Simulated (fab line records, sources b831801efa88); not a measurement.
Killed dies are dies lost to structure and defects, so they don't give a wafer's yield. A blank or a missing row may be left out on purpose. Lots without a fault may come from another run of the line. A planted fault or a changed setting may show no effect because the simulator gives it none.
A struck lot beside a sound one | flow sky130 | 14 steps out of a route of 708
Sound: wafers L269.1, L269.3, L269.5. Struck: wafers L277.1, L277.2, L277.3. The cause comes at the end.
At each step with rows: each side's tool, then ch and its chambers, then its first start. Under that, the readings that differ: sound wafers | struck wafers | difference of the means | sigmas: that difference in standard deviations of wafers without a fault.
alike: readings whose means differ by less than 2 such deviations, and words and numbers that are the same on both sides. not compared: withheld readings, readings that some wafer has no value for, bounds like >300 that may hide the same value, and numbers for which the record gives no deviation and whose values overlap.
The two part at a step that has a row with sigmas, a row that says differs or no value, or rows on one side only. Numbers that don't overlap but have no deviation are shown without sigmas and don't part them. A reading that every wafer of one side lacks parts them only if that side has two wafers or more.

SKY_METAL5_STRIP_16: strips in O2/N2.
  sound on plasma_asher-03 ch 0,1, day 46 19:41; struck on plasma_asher-02 ch 0,1, day 48 12:15
  alike: drypump_motor_current_A, oes_product_au, strip_time_to_endpoint_s
  not compared: rf_hours_counter_h
then, 3 steps without rows for these wafers: SKY_METAL5_STRIP_17 (strips in post etch residue remover, time 1200 s); SKY_METAL5_CLEAN_18 (cleans in IPA, time 180 s); SKY_METAL5_CLEAN_19 (cleans in O3/DIW).
SKY_PASSIVATION_CVD_00: deposits SiO2, target thk 90 nm.
  sound on pecvd-01 ch 0,1,2, day 46 20:16; struck on pecvd-04 ch 0,1,2, day 48 12:52
  alike: heater_power_w
SKY_PASSIVATION_THK_MEAS_01:
  sound on film_metro-01, day 46 20:17; struck on film_metro-03, day 48 12:53
  alike: PASSIVATION_CVD_00_THK
SKY_PASSIVATION_CVD_02: deposits Si3N4, target thk 540 nm.
  sound on pecvd-04 ch 0,1, day 46 20:21; struck on pecvd-01 ch 0,1,2, day 48 12:57
  alike: heater_power_w
SKY_PASSIVATION_THK_MEAS_03:
  sound on film_metro-03, day 46 20:35; struck on film_metro-01, day 48 13:11
  alike: PASSIVATION_CVD_02_THK
then, 4 steps without rows for these wafers: SKY_PASSIVATION_DEHYDRATE_04 (time 60 s); SKY_PASSIVATION_HMDS_05 (prime time 60 s); SKY_PASSIVATION_COAT_06 (resist thk 3000 nm); SKY_PASSIVATION_SOFTBAKE_07.
SKY_PASSIVATION_EXPOSE_08: exposes mask NSM, target cd 3000 nm.
  sound on iline_stepper-02 ch 0, day 47 07:38; struck on iline_stepper-02, day 48 23:41
  no value came back on the struck wafers for exposure_dose_mJ_cm2, focus_offset_nm (nm); on the sound wafers exposure_dose_mJ_cm2 reads 259.82 260.22 260.02
  alike: mask
then, 1 step without rows for these wafers: SKY_PASSIVATION_PEB_09.

WHERE THEY PART
Only at SKY_PASSIVATION_EXPOSE_08, within this record.

WHY: what the simulator had put in
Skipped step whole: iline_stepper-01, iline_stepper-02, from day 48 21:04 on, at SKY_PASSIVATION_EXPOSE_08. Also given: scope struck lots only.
